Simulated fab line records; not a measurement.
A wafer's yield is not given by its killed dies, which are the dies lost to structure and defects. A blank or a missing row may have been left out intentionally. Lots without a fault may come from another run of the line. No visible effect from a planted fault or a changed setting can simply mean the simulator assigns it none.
Matching of chambers	flow gf180mcu	3 sister chambers for GF_MIM_CVD_05 on pecvd-01
The step deposits Si3N4, target thk 42 nm, time 29.086 s. 6 wafers are shown with their chamber, then 7 later ones without.

== WAFERS, EACH WITH ITS CHAMBER ==
wafer	chamber	heater-power-w (W)
L689.6	2	730
L692.5	1	580
L693.2	1	613
L693.5	0	593
L695.2	0	617
L695.3	2	762

== WAFERS WHOSE CHAMBER IS MISSING ==
wafer	heater-power-w (W)
L695.6	753
L696.1	642
L696.3	780
L696.6	636
L700.1	674
L700.2	595
L700.4	781

== EACH ONE'S CHAMBER ==
wafer	from the rows above	in truth
L695.6	2	2
L696.1	can't be placed: 0 or 1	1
L696.3	2	2
L696.6	can't be placed: 0 or 1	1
L700.1	can't be placed: 0 or 2 or 1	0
L700.2	can't be placed: 1 or 0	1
L700.4	2	2
Placed correctly: 3 of 7. From these rows, 4 cannot be placed; in 4 the true chamber is one of the candidates. Placed wrongly: 0.
How it was worked out, from the rows above alone: a wafer's distance from a chamber is the root of the sum, over the readings, of the square of ((its reading less the chamber's mean) divided by the reading's scatter). If the next closest chamber is less than 2 further off than the closest, the wafer can't be placed; otherwise it belongs to the closest. Each chamber's mean is taken over the wafers shown for it. How the scatter is found: for the shown wafers, subtract from each reading the mean of its chamber, square and add these, divide the total by (wafers less chambers), then take the root.
